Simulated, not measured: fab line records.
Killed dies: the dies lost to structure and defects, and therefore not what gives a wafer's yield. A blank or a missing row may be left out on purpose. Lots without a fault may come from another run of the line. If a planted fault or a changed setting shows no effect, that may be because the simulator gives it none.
Which tool is to blame? ; flow sky130 ; 12 lots with 36 wafers sampled at 5 steps, on a route of 708 steps

WHAT EACH GAUGE READ, for each wafer
SKY_DNWELL_TW_MEAS_09.
lot;measured;on;DNWELL_TW
L658;day 3 16:27;film-metro-02;1115 1105 1112
L659;day 3 17:13;film-metro-04;1112 1115 1113
L664;day 4 22:11;film-metro-04;1122 1120 1121
L665;day 5 06:14;film-metro-02;1106 1111 1110
L666;day 5 09:05;film-metro-04;1120 1121 1116
L674;day 7 14:34;film-metro-04;1109 1114 1112
L673;day 7 14:54;film-metro-02;1112 1107 1103
L675;day 7 14:55;film-metro-04;1111 1119 1108
L677;day 7 22:31;film-metro-01;1119 1115 1117
L676;day 7 22:43;film-metro-01;1123 1120 1119
L678;day 8 06:22;film-metro-04;1121 1119 1121
L679;day 8 13:19;film-metro-02;1109 1100 1103

SKY_NWELL_OVL_MEAS_10.
lot;measured;on;NWELL_00_OVL (nm)
L658;day 5 02:28;overlay-02;-1.8 0.8 -2.4
L659;day 5 03:10;overlay-02;-1.5 -1.4 -1.5
L664;day 6 10:10;overlay-01;2.8 1.6 1.2
L665;day 6 18:20;overlay-01;-0.5 -0.3 -1.6
L666;day 6 21:46;overlay-02;-0.3 -1.8 -1.2
L674;day 9 06:52;overlay-02;-0.3 -1.9 -2.4
L673;day 9 07:18;overlay-01;1.9 0.2 -1.3
L675;day 9 08:01;overlay-02;-2.5 0.8 -0.1
L677;day 9 16:25;overlay-02;-1.4 -1.5 -1.5
L676;day 9 16:55;overlay-02;-0.9 0.8 -0.2
L678;day 10 01:04;overlay-02;-2.4 -3.3 -1.9
L679;day 10 07:52;overlay-02;1.7 0.1 -0.3

SKY_VT_ADJUST_LVTN_TW_MEAS_10.
lot;measured;on;VT_ADJUST_LVTN_TW
L658;day 7 11:02;film-metro-04;240.9 241.5 241.7
L659;day 7 11:34;film-metro-04;242.6 243.7 241.4
L664;day 8 22:19;film-metro-02;226.2 226.0 224.5 224.9 224.2 226.0
L665;day 9 08:55;film-metro-02;238.9 240.2 240.3
L666;day 9 12:43;film-metro-03;229.0 230.9 229.1 230.6 230.1 230.3
L674;day 12 03:37;film-metro-02;241.3 241.2 240.3
L673;day 12 03:56;film-metro-04;243.8 242.8 243.2
L675;day 12 08:08;film-metro-02;241.3 241.7 240.8
L677;day 12 14:25;film-metro-03;245.0 244.3 244.1
L676;day 12 14:48;film-metro-04;242.6 243.7 243.2
L678;day 13 01:03;film-metro-04;244.9 242.2 240.5
L679;day 13 08:46;film-metro-04;243.8 242.0 242.5

WHICH TOOL RAN EACH LOT (tool, then ch and the chambers of the sampled wafers, then the start)
lot;SKY_VT_ADJUST_HVTP_STRIP_10;SKY_VT_ADJUST_LVTN_IMPLANT_08
L658;plasma-asher-03 ch 0,1, day 6 15:40;implanter-04 ch 0, day 7 10:47
L659;plasma-asher-01 ch 0,1, day 6 16:22;implanter-02 ch 0, day 7 11:19
L664;plasma-asher-03 ch 0,1, day 8 01:54;implanter-04 ch 0, day 8 22:06
L665;plasma-asher-02 ch 0,1, day 8 12:05;implanter-02 ch 0, day 9 08:43
L666;plasma-asher-02 ch 0,1, day 8 14:53;implanter-04 ch 0, day 9 12:29
L674;plasma-asher-01 ch 0,1, day 11 04:25;implanter-04 ch 0, day 12 03:23
L673;plasma-asher-03 ch 0,1, day 11 05:07;implanter-04 ch 0, day 12 03:41
L675;plasma-asher-03 ch 0,1, day 11 08:34;implanter-04 ch 0, day 12 07:53
L677;plasma-asher-02 ch 0, day 11 14:04;implanter-03 ch 0, day 12 14:10
L676;plasma-asher-02 ch 0,1, day 11 14:46;implanter-04 ch 0, day 12 14:34
L678;plasma-asher-02 ch 0,1, day 11 23:40;implanter-03 ch 0, day 13 00:49
L679;plasma-asher-03 ch 0,1, day 12 07:22;implanter-04 ch 0, day 13 08:31
- SKY_VT_ADJUST_HVTP_STRIP_10: strips in O2/N2.
- SKY_VT_ADJUST_LVTN_IMPLANT_08

AS READ BY THE TOOLS THEMSELVES (means over the sampled wafers that have a number; for cases with no such wafer, the mark the record gives instead)
SKY_VT_ADJUST_HVTP_STRIP_10.
lot;tool;drypump-motor-current-A (A);oes-product-au (a.u.);strip-time-to-endpoint-s (s)
L658;plasma-asher-03;5.5;0.711;14.21
L659;plasma-asher-01;5.3;0.713;14.18
L664;plasma-asher-03;5.2;0.710;14.17
L665;plasma-asher-02;5.7;0.713;14.11
L666;plasma-asher-02;5.6;0.712;14.19
L674;plasma-asher-01;5.3;0.717;14.18
L673;plasma-asher-03;5.5;0.718;14.20
L675;plasma-asher-03;5.5;0.713;14.27
L677;plasma-asher-02;5.9;0.714;14.22
L676;plasma-asher-02;5.8;0.719;14.14
L678;plasma-asher-02;5.6;0.716;14.21
L679;plasma-asher-03;5.5;0.715;14.15

SKY_VT_ADJUST_LVTN_IMPLANT_08.
lot;tool;dose-ions-cm2;end-station-pressure-torr (Torr);faraday-current-uA
L658;implanter-04;1.5712e+12;5.01e-06;8.93
L659;implanter-02;1.5689e+12;5.00e-06;9.04
L664;implanter-04;1.2608e+12;5.01e-06;7.01
L665;implanter-02;1.5697e+12;5.17e-06;8.91
L666;implanter-04;1.2577e+12;5.09e-06;7.05
L674;implanter-04;1.5712e+12;5.02e-06;8.83
L673;implanter-04;1.5702e+12;4.80e-06;9.01
L675;implanter-04;1.5694e+12;4.98e-06;8.92
L677;implanter-03;1.5699e+12;5.22e-06;8.88
L676;implanter-04;1.5686e+12;5.14e-06;8.77
L678;implanter-03;1.5672e+12;5.17e-06;8.92
L679;implanter-04;1.5738e+12;5.05e-06;8.84

THE ANSWER, worked out from the rows above alone
Rule: what is usual is taken from the lots themselves. Put in order of their means at a reading, lots are off if they are a third of the lots or fewer, leave a main group of 4 or more, and stand apart from it by a gap of 3 or more times the standard deviation of the main group's means; of several such gaps the widest counts. If all means in a main group match to the digits the tables above print for the reading, that group is not used. Also off: a lot with no number at a reading for which 4 or more lots have one. Where the step has rows for the other lots, those lots are counted as sound. Order of review: gauges by route order, followed by the tools' own readings, for which a lot's mean as printed above is used. The first step at which some lot is off is used, and at that step the reading that is off furthest; a lot without a number counts as furthest.
Off: L664, L666, seen at SKY_VT_ADJUST_LVTN_TW_MEAS_10 (VT_ADJUST_LVTN_TW). Main group: mean 242.2, sd 1.3.
If a tool, at a process step before that reading, ran all the lots that are off and no sound lot after the first of them, it fits. Not tried: the gauges at SKY_VT_ADJUST_LVTN_TW_MEAS_10; whatever is off there is also off at SKY_VT_ADJUST_LVTN_IMPLANT_08, on other tools, and gauge error can't account for it. No candidate that was tried fits.

WHAT THE SIMULATOR HAD INSERTED
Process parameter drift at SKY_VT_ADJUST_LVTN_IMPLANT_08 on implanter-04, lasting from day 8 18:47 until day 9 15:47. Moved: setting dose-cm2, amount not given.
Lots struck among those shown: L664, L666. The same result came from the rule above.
